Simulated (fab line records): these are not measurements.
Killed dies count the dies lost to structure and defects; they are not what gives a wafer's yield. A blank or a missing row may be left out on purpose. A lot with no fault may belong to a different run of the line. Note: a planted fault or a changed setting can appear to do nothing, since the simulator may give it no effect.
Problem report in the 8D (eight disciplines) form, filled by code + flow sky130 + the parts of the form that need people (team, actions taken, sign-off) are left out

1. WHAT IS WRONG
Wafers without a fault read 199.8 nm, standard deviation 1.3; cd_nm at SKY_VIA3_CD_MEAS_12 reads a mean of 186.6 nm on 6 wafers belonging to 2 lots. Relative to the usual mean, that is a shift of -10 standard deviations.
The step: target cd 200 nm.
First seen on wafer L650.1, day 44 19:43, on cd_sem-01. The record has a number at this step for 33 wafers belonging to 11 lots. By rule, "out" or "out of limits" means more than 4 standard deviations away from the usual mean. The other wafers with a number count as sound.

2. WHAT IT IS; WHAT IT IS NOT
| question                    | is                     | is not                                                                          |
|-----------------------------|------------------------|---------------------------------------------------------------------------------|
| which readings at this step | cd_nm                  | -                                                                               |
| which lots                  | L650, L651             | L632, L634, L637, L638, L639, L641, L653, L654, L655                            |
| which wafers of those lots  | all that have a number | -                                                                               |
| read on which gauges        | cd_sem-01              | cd_sem-02                                                                       |
| when                        | from day 44 19:43      | up to then (18 sound wafers); but 9 sound wafers of L653, L654, L655 came after |

3. THE SUSPECTS, EACH WITH WHAT RULES IT OUT
Counting: any tool at a process step up to the reading is kept as a suspect provided that every lot that is out went through it and no sound lot did after the first of them.
- the gauge at SKY_VIA3_CD_MEAS_12: kept. All the wafers that are out were read on cd_sem-01, and no step on other tools shows them out.
- krf_scanner-02 at SKY_VIA3_EXPOSE_09 (exposes mask VIM3, target cd 200 nm): kept. It processed each lot that is out, first L650 at day 44 08:55, and no sound lot thereafter; up to then, the last sound lot it processed was L641 at day 41 23:59.
Left after counting: krf_scanner-02 at SKY_VIA3_EXPOSE_09, cd_sem-01 at SKY_VIA3_CD_MEAS_12.

4. THE CAUSE (what the simulator had put in)
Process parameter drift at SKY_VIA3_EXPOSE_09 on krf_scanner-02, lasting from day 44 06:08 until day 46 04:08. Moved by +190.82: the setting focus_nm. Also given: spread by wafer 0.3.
Counting left 2 suspects, and this tool is among them.

5. THE CHAIN OF EFFECTS, in route order
One row per reading whose mean, taken over the struck wafers that have a number, lies over 3 standard deviations from the usual. Only readings whose record carries a usual standard deviation are examined. hours: median over the lots of the time between each lot's start at the first step of this table that gives one and its start at this step. sigmas: the change, counted in usual standard deviations.
| hours | step                | reading | usual    | on struck wafers | change | sigmas |
|-------|---------------------|---------|----------|------------------|--------|--------|
| 0     | SKY_VIA3_CD_MEAS_12 | cd_nm   | 199.8 nm | 186.6            | -13.2  | -10    |

6. WHAT WOULD HAVE CAUGHT IT SOONER
In this record the first reading out of limits at a measuring or inspecting step was taken at day 44 19:43, 14 hours after the fault began at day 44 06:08.
Of the tool readings at SKY_VIA3_EXPOSE_09 for which the record gives a usual standard deviation, none was out on any struck wafer, so an alarm limit of 4 standard deviations on them would not have fired.
Lots out: 2; all had begun SKY_VIA3_EXPOSE_09 on krf_scanner-02 by day 44 19:43. Tool hold at that time: it would have spared none of them.
